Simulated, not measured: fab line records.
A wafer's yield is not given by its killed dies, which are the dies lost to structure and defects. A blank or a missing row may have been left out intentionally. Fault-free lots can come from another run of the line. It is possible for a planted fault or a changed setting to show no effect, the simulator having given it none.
Which tool is to blame? ; flow sky130 ; Sampling: 14 lots, 42 wafers, 3 of 708 route steps

== WHAT THE GAUGES SHOWED, per wafer ==
SKY_CONTACT_THK_MEAS_01. Usual: for CONTACT_CVD_00_THK the level is 74.7 nm and the standard deviation is 1.1.
lot;measured;on;CONTACT_CVD_00_THK (nm);flag
L193;day 30 23:45;film metro-03;74.5 72.2 74.4;
L195;day 31 20:46;film metro-04;75.7 74.1 76.5;
L197;day 32 00:25;film metro-02;73.9 74.6 75.9;
L198;day 32 11:37;film metro-02;75.7 74.6 75.6;
L199;day 32 17:43;film metro-02;74.6 74.2 74.0;
L200;day 33 00:25;film metro-04;73.1 72.9 74.2;
L202;day 33 17:35;film metro-03;75.0 74.8 75.1;
L206;day 34 16:37;film metro-03;74.7 76.9 75.2;
L208;day 35 08:08;film metro-03;74.2 75.0 76.4;
L212;day 36 13:36;film metro-02;75.1 75.8 75.5;
L213;day 36 21:26;film metro-02;74.2 74.0 76.5;
L214;day 37 09:34;film metro-02;72.7 73.8 73.7;
L215;day 37 12:14;film metro-03;75.4 74.9 75.4;
L216;day 37 16:55;film metro-02;75.5 73.6 76.3;

SKY_VIA2_OVL_MEAS_13. Usual: for VIA2_OVL the level is -1 nm and the standard deviation is 5.2.
lot;measured;on;VIA2_OVL (nm);flag
L193;day 36 20:23;overlay-02;10 11 4;
L195;day 37 16:59;overlay-01;-4 -1 -2;
L197;day 37 19:28;overlay-01;-2 -2 -6;
L198;day 38 04:56;overlay-01;-1 -7 -8;
L199;day 38 12:08;overlay-02;-1 0 -5;
L200;day 38 17:47;overlay-01;3 -1 -4;
L202;day 39 10:01;overlay-02;2 -6 7;
L206;day 40 06:38;overlay-01;-8 -5 -6;
L208;day 40 23:37;overlay-02;5 -3 6;
L212;day 42 02:41;overlay-02;-7 0 -1;
L213;day 42 08:26;overlay-02;-6 -6 -1;
L214;day 42 20:04;overlay-02;10 -8 -2;
L215;day 42 23:08;overlay-01;-3 9 -6;
L216;day 43 03:34;overlay-02;-1 -7 2;

== TOOL THAT RAN EACH LOT (tool first, then ch and the chambers of the sampled wafers, then the start) ==
lot;SKY_METAL1_SPUTTER_03
L193;pvd sputter-03, day 32 05:37
L195;pvd sputter-03, day 33 02:25
L197;pvd sputter-03, day 33 06:01
L198;pvd sputter-01, day 33 16:46
L199;pvd sputter-03, day 33 22:51
L200;pvd sputter-02, day 34 04:48
L202;pvd sputter-03, day 34 22:22
L206;pvd sputter-01, day 35 20:07
L208;pvd sputter-01, day 36 12:56
L212;pvd sputter-01, day 37 17:01
L213;pvd sputter-03, day 38 01:23
L214;pvd sputter-03, day 38 13:07
L215;pvd sputter-02, day 38 16:05
L216;pvd sputter-03, day 38 20:13
- SKY_METAL1_SPUTTER_03: material Ti, target thk 5 nm, time 3.3 s.

== AS READ BY THE TOOLS THEMSELVES (means over the sampled wafers that have a number; for cases with no such wafer, the mark the record gives instead) ==
SKY_METAL1_SPUTTER_03. Usual: throttle valve pct reads 29.7 % (standard deviation 1.2).
lot;tool;throttle valve pct (%);flag
L193;pvd sputter-03;29.4;
L195;pvd sputter-03;29.3;
L197;pvd sputter-03;29.7;
L198;pvd sputter-01;29.7;
L199;pvd sputter-03;29.9;
L200;pvd sputter-02;29.4;
L202;pvd sputter-03;30.1;
L206;pvd sputter-01;29.3;
L208;pvd sputter-01;28.0;
L212;pvd sputter-01;30.0;
L213;pvd sputter-03;30.2;
L214;pvd sputter-03;30.1;
L215;pvd sputter-02;30.5;
L216;pvd sputter-03;29.4;

== THE ANSWER, worked out from the rows above alone ==
Rule: take the mean of a lot's wafers that have a number; if it is more than 3 standard deviations from the usual mean, the lot is off. Also off: a lot with no number at a reading for which 4 or more lots have one. Where the step has rows for the other lots, those lots are counted as sound. Order of review: gauges by route order, followed by the tools' own readings, for which a lot's mean as printed above is used. The first step at which some lot is off is used, and at that step the reading that is off furthest; a lot without a number counts as furthest.
No lot is off on any of the readings shown, so nothing can be concluded from this.

== WHAT THE SIMULATOR HAD INSERTED ==
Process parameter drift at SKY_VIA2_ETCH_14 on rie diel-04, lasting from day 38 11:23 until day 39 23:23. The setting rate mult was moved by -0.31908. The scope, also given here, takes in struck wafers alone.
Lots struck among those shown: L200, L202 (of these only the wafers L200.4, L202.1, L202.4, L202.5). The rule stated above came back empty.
